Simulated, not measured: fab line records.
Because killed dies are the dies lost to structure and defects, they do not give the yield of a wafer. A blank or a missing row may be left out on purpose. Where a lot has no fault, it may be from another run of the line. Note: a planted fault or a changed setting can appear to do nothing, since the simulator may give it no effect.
Which tool did it? / flow sky130 / 42 wafers from 14 lots sampled at 4 of the route's 708 steps

WHAT EACH GAUGE READ, for each wafer
SKY_SD_N_RS_MEAS_16: measures by four-point-probe.
lot=L232; measured=day 28 04:41; on=filmMetro-01; SD_N_RS (ohm/sq)=68.58 68.46 68.44
lot=L233; measured=day 28 08:56; on=filmMetro-03; SD_N_RS (ohm/sq)=68.47 68.42 68.56
lot=L237; measured=day 30 00:04; on=filmMetro-03; SD_N_RS (ohm/sq)=68.36 68.28 68.45
lot=L239; measured=day 30 04:53; on=filmMetro-03; SD_N_RS (ohm/sq)=68.44 68.49 68.50
lot=L240; measured=day 30 18:07; on=filmMetro-01; SD_N_RS (ohm/sq)=68.59 68.60 68.65
lot=L241; measured=day 31 02:26; on=filmMetro-03; SD_N_RS (ohm/sq)=68.45 68.51 68.65
lot=L243; measured=day 31 09:11; on=filmMetro-03; SD_N_RS (ohm/sq)=68.45 68.64 68.53
lot=L242; measured=day 31 09:38; on=filmMetro-01; SD_N_RS (ohm/sq)=68.36 68.46 68.51
lot=L244; measured=day 31 17:22; on=filmMetro-03; SD_N_RS (ohm/sq)=68.53 68.71 68.53
lot=L245; measured=day 32 03:44; on=filmMetro-03; SD_N_RS (ohm/sq)=68.44 68.55 68.58
lot=L246; measured=day 32 07:14; on=filmMetro-03; SD_N_RS (ohm/sq)=68.50 68.56 68.49
lot=L251; measured=day 34 03:08; on=filmMetro-03; SD_N_RS (ohm/sq)=68.46 68.43 68.40
lot=L254; measured=day 35 01:31; on=filmMetro-02; SD_N_RS (ohm/sq)=68.41 68.61 68.53
lot=L255; measured=day 35 09:29; on=filmMetro-01; SD_N_RS (ohm/sq)=68.43 68.19 68.57

SKY_SD_N_RS_MEAS_18: measures by four-point-probe.
lot=L232; measured=day 28 04:55; on=filmMetro-01; RES_XHIGH_RS (ohm/sq)=333.6 333.1 331.3
lot=L233; measured=day 28 09:10; on=filmMetro-03; RES_XHIGH_RS (ohm/sq)=333.2 333.5 332.6
lot=L237; measured=day 30 00:19; on=filmMetro-03; RES_XHIGH_RS (ohm/sq)=333.0 333.8 334.6
lot=L239; measured=day 30 05:07; on=filmMetro-03; RES_XHIGH_RS (ohm/sq)=334.8 335.1 334.8
lot=L240; measured=day 30 18:22; on=filmMetro-01; RES_XHIGH_RS (ohm/sq)=332.4 331.4 331.4
lot=L241; measured=day 31 02:40; on=filmMetro-03; RES_XHIGH_RS (ohm/sq)=330.9 330.6 330.3
lot=L243; measured=day 31 09:26; on=filmMetro-03; RES_XHIGH_RS (ohm/sq)=332.6 332.3 333.3
lot=L242; measured=day 31 09:53; on=filmMetro-01; RES_XHIGH_RS (ohm/sq)=330.1 332.3 331.4
lot=L244; measured=day 31 17:37; on=filmMetro-03; RES_XHIGH_RS (ohm/sq)=332.4 329.6 331.4
lot=L245; measured=day 32 03:58; on=filmMetro-03; RES_XHIGH_RS (ohm/sq)=332.8 333.1 331.3
lot=L246; measured=day 32 07:29; on=filmMetro-03; RES_XHIGH_RS (ohm/sq)=333.4 333.9 333.4
lot=L251; measured=day 34 03:23; on=filmMetro-03; RES_XHIGH_RS (ohm/sq)=334.5 334.0 334.3
lot=L254; measured=day 35 01:46; on=filmMetro-02; RES_XHIGH_RS (ohm/sq)=331.2 332.3 330.9
lot=L255; measured=day 35 09:43; on=filmMetro-01; RES_XHIGH_RS (ohm/sq)=333.4 332.8 333.8

SKY_LI_CONTACT_BOW_MEAS_03.
lot=L232; measured=day 28 05:31; on=filmMetro-03; LI_CONTACT_BOW (um)=60 52 48
lot=L233; measured=day 28 09:46; on=filmMetro-02; LI_CONTACT_BOW (um)=68 61 56
lot=L237; measured=day 30 00:58; on=filmMetro-02; LI_CONTACT_BOW (um)=50 66 41
lot=L239; measured=day 30 05:43; on=filmMetro-02; LI_CONTACT_BOW (um)=74 55 50
lot=L240; measured=day 30 18:58; on=filmMetro-01; LI_CONTACT_BOW (um)=47 57 46
lot=L241; measured=day 31 03:16; on=filmMetro-03; LI_CONTACT_BOW (um)=62 40 50
lot=L243; measured=day 31 10:02; on=filmMetro-02; LI_CONTACT_BOW (um)=51 62 64
lot=L242; measured=day 31 10:31; on=filmMetro-01; LI_CONTACT_BOW (um)=49 61 67
lot=L246; measured=day 32 08:05; on=filmMetro-03; LI_CONTACT_BOW (um)=54 54 54
lot=L251; measured=day 34 03:59; on=filmMetro-01; LI_CONTACT_BOW (um)=65 62 66
lot=L254; measured=day 35 02:41; on=filmMetro-02; LI_CONTACT_BOW (um)=58 53 52
lot=L255; measured=day 35 10:19; on=filmMetro-03; LI_CONTACT_BOW (um)=59 51 60

WHICH TOOL RAN EACH LOT (tool, then ch and the chambers of the sampled wafers, then the start)
lot=L232; SKY_LI_CONTACT_HDPCVD_00=hdpcvd-01 ch 0,1,2, day 28 05:04
lot=L233; SKY_LI_CONTACT_HDPCVD_00=hdpcvd-01 ch 0,1,2, day 28 09:19
lot=L237; SKY_LI_CONTACT_HDPCVD_00=hdpcvd-01 ch 0,1, day 30 00:28
lot=L239; SKY_LI_CONTACT_HDPCVD_00=hdpcvd-01 ch 0,1,2, day 30 05:16
lot=L240; SKY_LI_CONTACT_HDPCVD_00=hdpcvd-02 ch 0,1,2, day 30 18:29
lot=L241; SKY_LI_CONTACT_HDPCVD_00=hdpcvd-01 ch 0,1, day 31 02:46
lot=L243; SKY_LI_CONTACT_HDPCVD_00=hdpcvd-01 ch 0,1,2, day 31 09:34
lot=L242; SKY_LI_CONTACT_HDPCVD_00=hdpcvd-02 ch 0,2, day 31 10:01
lot=L244; SKY_LI_CONTACT_HDPCVD_00=hdpcvd-01 ch 0,1, day 31 17:43
lot=L245; SKY_LI_CONTACT_HDPCVD_00=hdpcvd-01 ch 0,1,2, day 32 04:06
lot=L246; SKY_LI_CONTACT_HDPCVD_00=hdpcvd-01 ch 0,1, day 32 07:37
lot=L251; SKY_LI_CONTACT_HDPCVD_00=hdpcvd-01 ch 1,2, day 34 03:29
lot=L254; SKY_LI_CONTACT_HDPCVD_00=hdpcvd-01 ch 0,1, day 35 01:54
lot=L255; SKY_LI_CONTACT_HDPCVD_00=hdpcvd-01 ch 1,2, day 35 09:49
- SKY_LI_CONTACT_HDPCVD_00: deposits PSG, target thk 930 nm, time 155 s.

AS READ BY THE TOOLS THEMSELVES (means over the sampled wafers that have a number; for cases with no such wafer, the mark the record gives instead)
SKY_LI_CONTACT_HDPCVD_00.
lot=L232; tool=hdpcvd-01; pressureMtorr (mTorr)=5.999; runLengthS (s)=183.2
lot=L233; tool=hdpcvd-01; pressureMtorr (mTorr)=5.991; runLengthS (s)=183.4
lot=L237; tool=hdpcvd-01; pressureMtorr (mTorr)=6.001; runLengthS (s)=182.7
lot=L239; tool=hdpcvd-01; pressureMtorr (mTorr)=6.003; runLengthS (s)=183.3
lot=L240; tool=hdpcvd-02; pressureMtorr (mTorr)=6.005; runLengthS (s)=183.0
lot=L241; tool=hdpcvd-01; pressureMtorr (mTorr)=6.011; runLengthS (s)=182.5
lot=L243; tool=hdpcvd-01; pressureMtorr (mTorr)=5.997; runLengthS (s)=183.1
lot=L242; tool=hdpcvd-02; pressureMtorr (mTorr)=6.001; runLengthS (s)=182.4
lot=L244; tool=hdpcvd-01; pressureMtorr (mTorr)=-; runLengthS (s)=-
lot=L245; tool=hdpcvd-01; pressureMtorr (mTorr)=-; runLengthS (s)=-
lot=L246; tool=hdpcvd-01; pressureMtorr (mTorr)=5.997; runLengthS (s)=183.0
lot=L251; tool=hdpcvd-01; pressureMtorr (mTorr)=6.009; runLengthS (s)=183.1
lot=L254; tool=hdpcvd-01; pressureMtorr (mTorr)=6.011; runLengthS (s)=182.8
lot=L255; tool=hdpcvd-01; pressureMtorr (mTorr)=6.002; runLengthS (s)=183.1

THE ANSWER, worked out from the rows above alone
Rule: the usual values come from the lots themselves. The widest of any qualifying gaps counts: lots, ordered by their means at a reading, are off when they make up no more than a third of the lots, leave a main group of 4 or more, and stand apart from it by 3 or more times the standard deviation of that group's means. Not used: any main group whose means are identical at the precision the tables above print for the reading. A lot without any number at a reading at which 4 lots or more have one is off too. All remaining lots with rows at the step are treated as sound. Order of review: gauges by route order, followed by the tools' own readings, for which a lot's mean as printed above is used. The first step at which some lot is off is used, and at that step the reading that is off furthest; a lot without a number counts as furthest.
Off: L244, L245 (SKY_LI_CONTACT_HDPCVD_00, pressureMtorr). Without a number there: L244, L245. Mean 6.002 mTorr and standard deviation 0.0058 in the main group.
A tool fits if, at that step or a process step before it, it ran every lot that is off, and no sound lot after the first of them. None of those tried fits.

WHAT HAD BEEN PUT IN BY THE SIMULATOR
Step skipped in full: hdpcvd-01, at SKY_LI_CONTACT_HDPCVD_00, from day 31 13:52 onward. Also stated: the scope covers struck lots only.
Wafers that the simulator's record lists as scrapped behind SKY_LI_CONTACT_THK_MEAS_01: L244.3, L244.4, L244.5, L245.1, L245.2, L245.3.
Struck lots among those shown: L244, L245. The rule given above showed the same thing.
